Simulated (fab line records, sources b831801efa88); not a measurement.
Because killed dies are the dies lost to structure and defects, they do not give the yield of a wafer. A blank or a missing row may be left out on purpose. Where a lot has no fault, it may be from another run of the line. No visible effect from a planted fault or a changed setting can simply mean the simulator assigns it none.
Struck lot and sound lot, side by side ; flow gf180mcu ; 43 steps out of a route of 602
Sound: these wafers, L782.1, L782.4, L782.5. The struck wafers were L796.1, L796.2, L796.6. At the end, the cause is stated.
Each step with rows lists, per side, the tool, then ch with its chambers, then its first start. Under that, the readings that differ: sound wafers ; struck wafers ; difference of the means ; sigmas: that difference in standard deviations of wafers without a fault.
alike: readings with means less than 2 such deviations apart, plus words and numbers identical on both sides. not compared: withheld readings, readings lacking a value on some wafer, bounds such as >300 that could conceal the same value, and numbers that have no deviation in the record and whose values overlap.
Wherever a step has rows on one side only, a row that says differs or no value, or a row with sigmas, the two part there. Non-overlapping numbers with no deviation appear without sigmas and do not part them. A reading that every wafer of one side lacks parts them only if that side has two wafers or more.

GF_STI_ETCH_14: etches Si in HBr/Cl2/O2, target depth 360 nm, time 102.9 s.
  sound on rie_si-01 ch 0,2, day 2 06:16; struck on rie_si-02 ch 0,1,2, day 5 06:42
  alike: drypump_motor_current_A, oes_product_au, rf_fwd_power_W, throttle_valve_pct
  not compared: rf_hours_counter_h
GF_STI_STRIP_15: strips in O2/N2.
  sound on plasma_asher-03 ch 0,1, day 2 06:20; struck on plasma_asher-03 ch 0,1, day 5 06:46
  alike: drypump_motor_current_A, heater_power_w, oes_product_au, strip_time_to_endpoint_s
  not compared: rf_hours_counter_h
then, 6 steps without rows for these wafers: GF_STI_CLEAN_16 (cleans in dHF, time 25 s); GF_STI_WET_ETCH_17 (etches Si3N4 in H3PO4, target depth 45 nm, time 514 s); GF_STI_CLEAN_18 (cleans in SC1/SC2, time 150 s); GF_STI_CLEAN_19 (cleans in dHF, time 20 s); GF_STI_WET_ETCH_20 (etches SiO2 in dHF, target depth 20 nm, time 400 s); GF_STI_OXIDATION_21 (stabilise 600 s, purge 300 s, target thk 15 nm).
GF_STI_THK_MEAS_22:
  struck on film_metro-04, day 5 09:34; sound on film_metro-04, day 2 08:19
  alike: STI_OXIDATION_01_THK
then, 1 step without rows for these wafers: GF_STI_CVD_23 (deposits SiO2, target thk 650 nm, time 108.3 s).
GF_STI_THK_MEAS_24:
  struck on film_metro-02, day 5 09:43; sound on film_metro-02, day 2 08:27
  alike: STI_CVD_23_THK
GF_STI_CMP_25: polishes, stops on Si3N4, t overpolish 33 s, target thk 524.6 nm.
  sound on cmp-02 ch 1,2,3, day 2 08:34; struck on cmp-01 ch 1,2,3, day 5 09:52
  alike: motor_current_A, overpolish_run_s, retaining_ring_pressure_frac, time_to_endpoint_s
GF_STI_WET_ETCH_26: etches SiO2 in dHF, target depth 94 nm, time 188 s.
  sound on wet_bench-01 ch 2, day 2 08:49; struck on wet_bench-02 ch 2, day 5 10:04
then, 3 steps without rows for these wafers: GF_STI_WET_ETCH_27 (etches Si3N4 in H3PO4, target depth 160 nm, time 1825 s); GF_STI_WET_ETCH_28 (etches SiO2 in dHF, target depth 20 nm, time 40 s); GF_STI_OXIDATION_29 (stabilise 600 s, purge 300 s, target thk 10 nm).
GF_STI_THK_MEAS_30:
  struck on film_metro-03, day 5 12:22; sound on film_metro-02, day 2 10:51
  alike: STI_OXIDATION_02_THK
then, 8 steps without rows for these wafers: GF_DNWELL_DEHYDRATE_00 (time 60 s); GF_DNWELL_HMDS_01 (prime time 60 s); GF_DNWELL_COAT_02 (resist thk 3000 nm); GF_DNWELL_SOFTBAKE_03; GF_DNWELL_EXPOSE_04 (exposes mask DNWELL, target cd 1700 nm); GF_DNWELL_PEB_05; GF_DNWELL_DEVELOP_06 (develop time 60 s); GF_DNWELL_IMPLANT_07.
GF_DNWELL_STRIP_08: strips in O2/N2.
  sound on plasma_asher-02 ch 0,1, day 2 23:45; struck on plasma_asher-01 ch 0,1, day 6 02:24
  alike: drypump_motor_current_A, heater_power_w, oes_product_au, strip_time_to_endpoint_s
  not compared: rf_hours_counter_h
GF_DNWELL_TW_MEAS_09:
  struck on film_metro-04, day 6 02:30; sound on film_metro-01, day 2 23:51
  alike: DNWELL_TW
then, 7 steps without rows for these wafers: GF_NWELL_DEHYDRATE_00 (time 60 s); GF_NWELL_HMDS_01 (prime time 60 s); GF_NWELL_COAT_02 (resist thk 3000 nm); GF_NWELL_SOFTBAKE_03; GF_NWELL_EXPOSE_04 (exposes mask Nwell, target cd 860 nm); GF_NWELL_PEB_05; GF_NWELL_DEVELOP_06 (develop time 60 s).
GF_NWELL_OVL_MEAS_07:
  struck on overlay-01, day 6 17:16; sound on overlay-02, day 3 13:04
  alike: NWELL_OVL
then, 2 steps without rows for these wafers: GF_NWELL_IMPLANT_08; GF_NWELL_IMPLANT_09.
GF_NWELL_STRIP_10: strips in O2/N2.
  sound on plasma_asher-04 ch 0,1, day 3 13:23; struck on plasma_asher-02 ch 0,1, day 6 17:35
reading;sound;struck;difference;sigmas
heater_power_w (W);422 396 399;338 339 337;-68;-3
  alike: drypump_motor_current_A, oes_product_au, strip_time_to_endpoint_s
  not compared: rf_hours_counter_h
GF_NWELL_TW_MEAS_11:
  struck on film_metro-01, day 6 17:41; sound on film_metro-03, day 3 13:29
  alike: NWELL_TW
then, 3 steps without rows for these wafers: GF_LVPWELL_DEHYDRATE_00 (time 60 s); GF_LVPWELL_HMDS_01 (prime time 60 s); GF_LVPWELL_COAT_02 (resist thk 3000 nm).
-- the record jumps here: 27 days lie between the struck wafers' starts before and after (it left off in module LVPWELL and takes up again in module PASSIVATION, whose first step shown is number 602 of the route) --
GF_PASSIVATION_PROBE_99:
  only the struck wafers here have rows in the record (prober-02, day 33 06:57); the sound ones have none

## WHERE THEY PART
At GF_NWELL_STRIP_10 first; at GF_PASSIVATION_PROBE_99 last (within this record only).

WHY: what had been put in by the simulator
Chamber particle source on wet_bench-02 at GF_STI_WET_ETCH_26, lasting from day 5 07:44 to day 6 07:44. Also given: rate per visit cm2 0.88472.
